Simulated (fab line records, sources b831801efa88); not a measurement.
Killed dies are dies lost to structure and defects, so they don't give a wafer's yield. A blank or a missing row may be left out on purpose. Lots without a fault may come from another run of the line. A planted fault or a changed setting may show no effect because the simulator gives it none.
Chamber matching | flow sky130 | SKY_VIA2_CMP_02 on cmp-02: 4 sister chambers
The step polishes SiO2. 8 wafers are shown with their chamber, then 9 later ones without.

WAFERS WITH THEIR CHAMBER
wafer  | chamber | motor_current_A (A) | slurry_filter_dp_kPa (kPa)
L081.1 | 0       | 13.2                | 13.81
L084.2 | 1       | 12.3                | 13.37
L087.1 | 2       | 10.7                | 13.42
L087.2 | 0       | 13.7                | 13.37
L087.3 | 3       | 11.9                | 13.50
L091.1 | 3       | 11.6                | 13.51
L091.2 | 2       | 11.3                | 13.37
L091.4 | 1       | 13.1                | 13.43

WAFERS WITHOUT THEIR CHAMBER
wafer  | motor_current_A (A) | slurry_filter_dp_kPa (kPa)
L092.2 | 12.5                | 13.43
L092.3 | 13.7                | 13.49
L092.4 | 10.6                | 13.65
L095.1 | 11.1                | 13.52
L095.5 | 13.4                | 13.62
L095.6 | 10.6                | 13.49
L097.3 | 13.4                | 13.59
L097.4 | 13.6                | 13.34
L097.5 | 10.3                | 13.77

WHICH CHAMBER EACH WENT THROUGH
wafer  | from the rows above     | in truth
L092.2 | can't be placed: 1 or 3 | 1
L092.3 | can't be placed: 0 or 1 | 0
L092.4 | can't be placed: 2 or 3 | 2
L095.1 | can't be placed: 2 or 3 | 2
L095.5 | can't be placed: 0 or 1 | 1
L095.6 | can't be placed: 2 or 3 | 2
L097.3 | can't be placed: 0 or 1 | 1
L097.4 | can't be placed: 0 or 1 | 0
L097.5 | can't be placed: 2 or 3 | 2
Placed correctly: 0 of 9. Can't be placed from these rows: 9 (the true chamber is among the candidates in 9). Placed wrongly: 0.
How it was worked out, from the rows above alone: a wafer's distance from a chamber is the root of the sum, over the readings, of the square of ((its reading less the chamber's mean) divided by the reading's scatter). The wafer belongs to the nearest chamber; if the next one is less than 2 further off, it can't be placed. A chamber's mean is the mean of its shown wafers. The scatter: the root of (the sum of the squares of (reading less its chamber's mean) over the shown wafers, divided by (wafers less chambers)).
